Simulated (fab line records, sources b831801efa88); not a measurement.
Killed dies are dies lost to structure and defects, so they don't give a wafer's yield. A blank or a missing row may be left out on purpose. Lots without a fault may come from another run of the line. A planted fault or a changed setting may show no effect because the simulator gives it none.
fab line records | flow sfq_line
record lots=14 wafers=42 last_day=87
route steps=325 shown R5@212
lots that met no fault: from a run of the same line without faults
start_h: hours from the record's first day to the start of the lot's first wafer shown | wait_h: hours since the lot's step before | " the same as in the row above | L1.1+2: a row that stands for several wafers | - no value, or no start given | * or withheld: withheld | < > ~ a bound
route shown NAME@n: a module of which the file shows steps, and the number in the route of the first | usual: mean/standard deviation of fault-free wafers | same: alike in all rows | chamber/n: place in a boat | sites: the reading at each site | _std_site: their standard deviation | _edge_site: outer sites' mean less inner sites' | radius_mm: how far each site lies from the wafer's centre | mask NAME#n: copy n | behind: the tool/chamber that last shaped the wafer | hold: why the lot was held/for how many hours/how that ended | device: the transistor (n, p or np) that didn't switch | end of line: the same wafers' tests at the end of the route | a step without rows: its recipe alone | killed: dies lost to structure and defects at the first sort, not the wafer's yield | map: a wafer's dies, x killed, . not, _ none there
set.NAME: the setting as run; set.NAME@STEP: as run at that earlier step | model.NAME: the simulator's own value behind a step, which no gauge read
steps of the route over a sample of lots; a table a step, a row a wafer
services: from which hour (start_h, from the record's first day; less than 0 if before it) a tool's chamber was out of use, for how many hours, and why
## steps
# step SFQ_TRILAYER_R5_DEP_SPUTTER_132
# recipe material=Ti base_pressure_pa=1.33e-06 target_thk_nm=5 power_w=2000 time_s=5 chamber_pressure_pa=0.4
# usual throttle_valve_pct=29.7/1.2
# same time_s=5
# columns lot.wafer tool chamber start_h wait_h throttle_valve_pct
L590.1 pvd_sputter-05 - 1445.75 1.0 31.2
L590.3 " - " " 32.0
L590.4 " - " " 29.5
L592.2 pvd_sputter-03 - 1460.75 0.8 28.5
L592.5 " - " " 29.8
L592.6 " - " " 29.3
L593.1 pvd_sputter-05 - 1485.86 1.0 30.5
L593.5 " - " " 29.3
L593.6 " - " " 32.1
L594.1 pvd_sputter-05 - 1491.34 1.0 30.5
L594.2 " - " " 29.7
L594.4 " - " " 31.4
L595.2 pvd_sputter-05 - 1494.86 0.8 31.1
L595.4 " - " " 29.4
L595.6 " - " " 30.3
L599.3 pvd_sputter-03 - 1629.76 0.6 28.3
L599.4 " - " " 28.7
L599.5 " - " " 29.2
L602.3 pvd_sputter-03 - 1637.56 0.6 29.1
L602.4 " - " " 28.5
L602.6 " - " " 28.4
L603.1 pvd_sputter-03 - 1643.56 1.0 28.4
L603.5 " - " " 28.9
L603.6 " - " " 28.5
L604.1 pvd_sputter-03 - 1647.84 1.0 28.7
L604.3 " - " " 29.9
L604.6 " - " " 29.9
L605.1 pvd_sputter-05 - 1651.44 1.0 30.5
L605.3 " - " " 32.0
L605.4 " - " " 29.3
L606.1 pvd_sputter-05 - 1654.44 1.0 31.3
L606.3 " - " " 30.8
L606.4 " - " " 31.9
L607.2 pvd_sputter-03 - 1655.56 0.8 29.9
L607.3 " - " " 28.2
L607.6 " - " " 28.2
L611.1 pvd_sputter-03 - 1681.38 1.0 28.4
L611.3 " - " " 28.9
L611.6 " - " " 30.0
L612.2 pvd_sputter-05 - 1688.52 0.8 29.3
L612.5 " - " " 29.3
L612.6 " - " " 31.8
# step SFQ_TRILAYER_R5_DEP_SPUTTER_134
# recipe material=Ti base_pressure_pa=1.33e-06 target_thk_nm=5 power_w=2000 time_s=5 chamber_pressure_pa=0.4
# usual throttle_valve_pct=29.7/1.2
# same time_s=5
# columns lot.wafer tool chamber start_h wait_h throttle_valve_pct
L590.1 pvd_sputter-05 - 1445.82 0.0 31.3
L590.3 " - " " 31.9
L590.4 " - " " 29.2
L592.2 pvd_sputter-03 - 1460.82 0.0 28.3
L592.5 " - " " 29.6
L592.6 " - " " 29.4
L593.1 pvd_sputter-05 - 1485.93 0.0 30.4
L593.5 " - " " 29.3
L593.6 " - " " 31.8
L594.1 pvd_sputter-05 - 1491.41 0.0 30.4
L594.2 " - " " 29.3
L594.4 " - " " 31.2
L595.2 pvd_sputter-05 - 1494.93 0.0 31.2
L595.4 " - " " 29.3
L595.6 " - " " 30.5
L599.3 pvd_sputter-03 - 1629.83 0.0 28.4
L599.4 " - " " 28.7
L599.5 " - " " 29.0
L602.3 pvd_sputter-03 - 1637.63 0.0 28.8
L602.4 " - " " 28.6
L602.6 " - " " 28.5
L603.1 pvd_sputter-03 - 1643.63 0.0 28.7
L603.5 " - " " 29.4
L603.6 " - " " 28.4
L604.1 pvd_sputter-03 - 1647.91 0.0 28.5
L604.3 " - " " 30.2
L604.6 " - " " 30.0
L605.1 pvd_sputter-05 - 1651.51 0.0 30.8
L605.3 " - " " 32.1
L605.4 " - " " 29.3
L606.1 pvd_sputter-05 - 1654.51 0.0 31.1
L606.3 " - " " 30.7
L606.4 " - " " 32.0
L607.2 pvd_sputter-03 - 1655.63 0.0 30.1
L607.3 " - " " 28.4
L607.6 " - " " 28.6
L611.1 pvd_sputter-03 - 1681.45 0.0 27.9
L611.3 " - " " 28.9
L611.6 " - " " 30.1
L612.2 pvd_sputter-05 - 1688.59 0.0 29.2
L612.5 " - " " 29.4
L612.6 " - " " 31.4
# step SFQ_TRILAYER_R5_LITHO_COAT_136
# recipe resist=KrF spin_rpm=3000 resist_thk_nm=600
# usual chill_plate_temp_C=23.00/0.1 dispense_pressure_kPa=49/3.4 spin_speed_rpm=3000.5/2
# columns lot.wafer tool chamber start_h wait_h chill_plate_temp_C dispense_pressure_kPa spin_speed_rpm
L590.1 litho_track-02 0 1446.32 0.2 22.90 50 2998.8
L590.3 " 0 " " 23.05 50 2999.5
L590.4 " 0 " " 23.03 50 2999.8
L592.2 litho_track-01 0 1461.37 0.2 22.95 53 3001.5
L592.5 " 0 " " 22.98 53 3002.9
L592.6 " 0 " " 23.00 53 3001.5
L593.1 litho_track-01 0 1486.43 0.2 23.16 53 3001.3
L593.5 " 0 " " 23.19 53 3000.8
L593.6 " 0 " " 23.18 53 2998.8
L594.1 litho_track-01 0 1491.91 0.2 22.90 53 1984.5
L594.2 " 0 " " 22.90 53 1988.4
L594.4 " 0 " " 22.91 53 1983.9
L595.2 litho_track-01 0 1495.48 0.2 23.03 53 1985.0
L595.4 " 0 " " 23.07 53 1986.8
L595.6 " 0 " " 22.98 54 1984.3
L599.3 litho_track-01 0 1630.43 0.2 22.99 54 2997.7
L599.4 " 0 " " 22.91 53 2997.3
L599.5 " 0 " " 22.98 53 3000.0
L602.3 litho_track-04 0 1638.23 0.2 22.97 46 2999.5
L602.4 " 0 " " 23.06 46 2997.6
L602.6 " 0 " " 23.09 46 3002.1
L603.1 litho_track-01 0 1644.13 0.2 23.02 53 2999.5
L603.5 " 0 " " 23.00 53 3001.2
L603.6 " 0 " " 22.86 53 3000.4
L604.1 litho_track-04 0 1648.41 0.2 23.01 46 3000.1
L604.3 " 0 " " 23.12 46 3002.0
L604.6 " 0 " " 23.09 46 3001.0
L605.1 litho_track-04 0 1652.01 0.2 23.05 46 3000.3
L605.3 " 0 " " 22.98 46 3002.9
L605.4 " 0 " " 22.98 46 3003.5
L606.1 litho_track-04 0 1655.01 0.2 22.83 46 2999.5
L606.3 " 0 " " 22.93 46 3003.8
L606.4 " 0 " " 22.82 46 2999.4
L607.2 litho_track-04 0 1656.18 0.2 23.00 46 3001.2
L607.3 " 0 " " 23.01 46 2998.9
L607.6 " 0 " " 23.08 46 2999.1
L611.1 litho_track-01 0 1681.95 0.2 22.99 53 3000.1
L611.3 " 0 " " 22.88 53 3001.5
L611.6 " 0 " " 22.99 53 2999.8
L612.2 litho_track-02 0 1689.14 0.2 22.99 50 3001.6
L612.5 " 0 " " 22.93 50 2998.1
L612.6 " 0 " " 22.80 50 2999.1
# step SFQ_TRILAYER_R5_BARC_OPEN_METAL_ETCH_177
# recipe mask_material=PR chemistry=O2 target_depth_nm=125 target=BARC icp_w=600 bias_w=80 pressure_mtorr=10 time_s=41.7
# usual drypump_motor_current_A=5.92/0.22 oes_product_au=0.685/0.0044
# same time_s=41.7
# columns lot.wafer tool chamber start_h wait_h drypump_motor_current_A oes_product_au rf_hours_counter_h
L590.1 rie_metal-03 0 1452.61 0.0 5.96 0.689 7
L590.3 " 0 " " 5.96 0.683 -
L590.4 " 1 " " 5.95 0.677 -
L592.2 rie_metal-02 0 1465.81 0.0 5.65 0.678 66
L592.5 " 1 " " 5.73 0.691 -
L592.6 " 0 " " 5.65 0.685 -
L593.1 rie_metal-02 1 1580.39 0.0 5.75 0.682 7
L593.5 " 0 " " 5.63 0.686 -
L593.6 " 1 " " 5.75 0.680 -
L594.1 rie_metal-01 0 1589.99 0.0 6.07 0.686 29
L594.2 " 1 " " 6.28 0.686 70
L594.4 " 1 " " 6.26 0.680 -
L595.2 rie_metal-02 0 1595.55 0.0 5.63 0.680 84
L595.4 " 1 " " 5.75 0.685 -
L595.6 " 1 " " 5.74 0.687 -
L599.3 rie_metal-01 0 1635.34 0.0 6.15 0.681 -
L599.4 " 1 " " 6.30 0.685 -
L599.5 " 0 " " 6.16 0.688 -
L602.3 rie_metal-01 0 1642.12 0.0 6.09 0.687 -
L602.4 " 1 " " 6.28 0.686 -
L602.6 " 0 " " 6.08 0.681 -
L603.1 rie_metal-02 1 1646.12 0.0 5.72 0.683 19
L603.5 " 1 " " 5.75 0.684 -
L603.6 " 0 " " 5.62 0.682 -
L604.1 rie_metal-02 1 1650.40 0.0 5.76 0.684 19
L604.3 " 1 " " 5.77 0.683 -
L604.6 " 0 " " 5.66 0.684 -
L605.1 rie_metal-03 0 1654.74 0.0 5.94 0.687 38
L605.3 " 1 " " 5.94 0.684 -
L605.4 " 0 " " 5.92 0.687 -
L606.1 rie_metal-01 0 1657.27 0.0 6.13 0.693 39
L606.3 " 1 " " 6.26 0.684 -
L606.4 " 0 " " 6.13 0.687 -
L607.2 rie_metal-02 1 1658.47 0.0 5.78 0.687 21
L607.3 " 1 " " 5.75 0.688 -
L607.6 " 1 " " 5.78 0.678 -
L611.1 rie_metal-02 1 1684.42 0.0 5.79 0.672 25
L611.3 " 1 " " 5.75 0.685 -
L611.6 " 1 " " 5.78 0.695 -
L612.2 rie_metal-02 1 1691.10 0.0 5.72 0.682 -
L612.5 " 1 " " 5.73 0.684 -
L612.6 " 1 " " 5.71 0.680 -
## services
# columns tool chamber start_h hours kind
pvd_sputter-05 - 1425.25 1.3 repair
rie_metal-02 - 1437.83 1.4 pm
rie_metal-02 1 1485.10 - clean
rie_metal-02 1 1485.10 - consumable_replace:focus_ring
rie_metal-02 1 1485.10 18.4 scheduled_down
rie_metal-02 1 1485.10 18.4 vent_cycle
pvd_sputter-05 - 1498.05 4.3 repair
rie_metal-01 0 1537.97 5.5 repair
pvd_sputter-03 - 1567.56 5.1 repair
rie_metal-01 - 1594.38 0.6 repair
rie_metal-02 0 1613.74 14.9 repair
rie_metal-02 0 1671.76 24.8 repair
rie_metal-01 - 1689.12 0.3 repair
## key
first_sign step=SFQ_TRILAYER_R5_LITHO_COAT_136 reading=spin_speed_rpm direction=down sigmas=99+ usual=3000.5 struck=1985.5
effect none on later readings
met_at SFQ_TRILAYER_R5_LITHO_COAT_136
struck_lots L594,L595
not_acting_at SFQ_TRILAYER_R5_DEP_SPUTTER_132,SFQ_TRILAYER_R5_DEP_SPUTTER_134,SFQ_TRILAYER_R5_BARC_OPEN_METAL_ETCH_177
onset_between 1486.43 1491.91
fault kind=process_parameter_drift tool=litho_track-01 chamber=- onset_h=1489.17 steps=SFQ_TRILAYER_R5_LITHO_COAT_136 channel=spin_rpm offset=-1015.6 shape=step end_h=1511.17 acts_in=these_recipes_only stated=3000
